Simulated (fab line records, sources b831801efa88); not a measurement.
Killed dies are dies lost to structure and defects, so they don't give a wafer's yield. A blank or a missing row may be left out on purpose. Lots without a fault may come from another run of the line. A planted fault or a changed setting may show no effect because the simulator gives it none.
Which tool did it? | flow gf180mcu | 12 lots, 36 wafers sampled, at 1 step of a route of 602

WHAT THE GAUGES READ, wafer by wafer
GF_VT_IMPLANT_RS_MEAS_47: measures by four-point-probe.
lot  | measured     | on            | NWELL_RS (ohm/sq)
L075 | day 7 19:20  | film_metro-04 | 489.0 488.4 489.8
L077 | day 8 08:56  | film_metro-03 | 486.4 487.9 485.2
L079 | day 8 17:19  | film_metro-01 | 487.7 488.7 488.7
L081 | day 9 10:17  | film_metro-01 | 487.4 487.9 488.3
L083 | day 10 02:57 | film_metro-01 | 484.4 486.1 484.5
L085 | day 11 04:13 | film_metro-03 | 486.0 488.0 486.9
L087 | day 11 09:54 | film_metro-01 | 487.5 487.1 487.7
L089 | day 11 21:49 | film_metro-03 | 487.2 487.2 486.6
L091 | day 12 09:20 | film_metro-04 | 487.4 486.8 484.7
L093 | day 12 20:03 | film_metro-03 | 485.9 486.7 486.8
L095 | day 13 10:27 | film_metro-04 | 486.7 487.8 486.5
L097 | day 13 21:25 | film_metro-01 | 486.6 485.7 486.7

WHICH TOOL RAN EACH LOT (tool, then ch and the chambers of the sampled wafers, then the start)
The record holds no process step before these readings.

THE ANSWER, worked out from the rows above alone
Rule: what is usual is taken from the lots themselves. Put in order of their means at a reading, lots are off if they are a third of the lots or fewer, leave a main group of 4 or more, and stand apart from it by a gap of 3 or more times the standard deviation of the main group's means; of several such gaps the widest counts. A main group whose means are all the same, to the digits that the tables above print for the reading, isn't used. A lot without any number at a reading at which 4 lots or more have one is off too. The other lots that the step has rows for count as sound.
No lot is off at any reading shown: from this, nothing can be told.

WHAT THE SIMULATOR HAD PUT IN
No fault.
